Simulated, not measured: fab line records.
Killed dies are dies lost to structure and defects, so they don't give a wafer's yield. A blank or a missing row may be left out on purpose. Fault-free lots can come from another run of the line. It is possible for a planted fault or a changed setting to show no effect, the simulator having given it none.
A lot that was struck, set against a sound lot | flow sky130 | 15 out of 708 route steps
Sound: wafers L306.1, L306.4, L306.5. Struck: wafer L311.2. The cause comes at the end.
Per side, at each step with rows, come the tool, then ch with its chambers, and then its first start. Under that, the readings that differ: sound wafers | struck wafers | difference of the means | sigmas: that difference in standard deviations of wafers without a fault.
alike: a reading whose means differ by less than 2 such deviations, as well as words and numbers matching on both sides. not compared: withheld readings; readings where some wafer has no value; bounds like >300 that might hide an equal value; numbers whose values overlap and for which the record gives no deviation.
A row with sigmas, a row that says differs or no value, or rows on one side alone: a step with any of these is where the two part. Non-overlapping numbers with no deviation appear without sigmas and do not part them. Lack of a reading on every wafer of one side parts them only where that side has two or more wafers.

SKY_VIA3_OVL_MEAS_13:
  struck on overlay-02, day 42 15:20; sound on overlay-01, day 41 08:25
  alike: VIA3_OVL
SKY_VIA3_ETCH_14: etches BARC in N2/H2, stops on SiO2, time 45.9 s, target depth 60 nm.
  sound on rie-diel-02 ch 0,1,2, day 41 08:27; struck on rie-diel-04 ch 2, day 42 15:22
  alike: drypump-motor-current-A, oes-product-au, throttle-valve-pct
  not compared: rf-hours-counter-h
SKY_VIA3_ETCH_15: etches SiO2 in C4F8/O2/Ar, stops on TiN, target depth 507 nm, time 78 s.
  sound on rie-diel-02 ch 0,1,2, day 41 08:29; struck on rie-diel-04 ch 2, day 42 15:25
  alike: oes-product-au
  not compared: rf-hours-counter-h
SKY_VIA3_STRIP_16: strips in O2/N2.
  sound on plasma-asher-03 ch 0,1, day 41 08:33; struck on plasma-asher-03 ch 0, day 42 15:28
  alike: drypump-motor-current-A, oes-product-au, strip-time-to-endpoint-s
  not compared: rf-hours-counter-h
then, 3 steps without rows for these wafers: SKY_VIA3_STRIP_17 (strips in post etch residue remover, time 1200 s); SKY_VIA3_CLEAN_18 (cleans in IPA, time 180 s); SKY_VIA3_CLEAN_19 (cleans in O3/DIW).
SKY_VIA3_SPUTTER_20: material TiN, target thk 20 nm, time 80 s.
  struck on pvd-sputter-02, day 42 16:04; sound on pvd-sputter-03, day 41 09:09
  alike: chamber-pressure-pa, throttle-valve-pct
SKY_VIA3_CVD_21: deposits W, target thk 390 nm, time 117.31 s.
  sound on cvd-w-02 ch 1, day 41 09:13; struck on cvd-w-02 ch 1, day 42 16:07
  alike: heater-power-w
  not compared: since-wet-clean-h
SKY_VIA3_RS_MEAS_22: measures by four-point-probe.
  struck on film-metro-04, day 42 16:16; sound on film-metro-03, day 41 09:27
  alike: VIA3_W_RS
SKY_VIA3_THK_MEAS_23: measures by xrf.
  struck on film-metro-04, day 42 16:23; sound on film-metro-03, day 41 09:34
  alike: VIA3_W_THK
then, 1 step without rows for these wafers: SKY_VIA3_CMP_24 (polishes, stops on SiO2, t overpolish 20 s, target thk 0 nm).
SKY_METAL4_SPUTTER_00: material Ti, target thk 15 nm, time 10 s.
  struck on pvd-sputter-04, day 42 16:44; sound on pvd-sputter-04, day 41 09:56
  reading                  | sound                | struck | difference | sigmas
  chamber-pressure-pa (Pa) | 0.4005 0.3990 0.3996 | 0.3865 | -0.0132    | -18
  alike: throttle-valve-pct
then, 1 step without rows for these wafers: SKY_METAL4_SPUTTER_01 (material TiN, target thk 20 nm, time 16.7 s).
-- the record jumps here: 6 days lie between the struck wafers' starts before and after (it left off in module METAL4 and takes up again in module PAD_OPEN, whose first step shown is number 708 of the route) --
SKY_PAD_OPEN_PROBE_99:
  struck on prober-01, day 48 06:54; sound on prober-02, day 47 06:29
  alike: killed_at_M0_to_M3, killed_at_M4_up, killed-at-contacts, killed-at-front-end, killed-at-other, killed-dies, killed-open, killed-short

WHERE THEY PART
SKY_METAL4_SPUTTER_00 only, going by this record. Later steps at which nothing parts them and some readings are alike: SKY_PAD_OPEN_PROBE_99.

WHY: the cause the simulator had injected
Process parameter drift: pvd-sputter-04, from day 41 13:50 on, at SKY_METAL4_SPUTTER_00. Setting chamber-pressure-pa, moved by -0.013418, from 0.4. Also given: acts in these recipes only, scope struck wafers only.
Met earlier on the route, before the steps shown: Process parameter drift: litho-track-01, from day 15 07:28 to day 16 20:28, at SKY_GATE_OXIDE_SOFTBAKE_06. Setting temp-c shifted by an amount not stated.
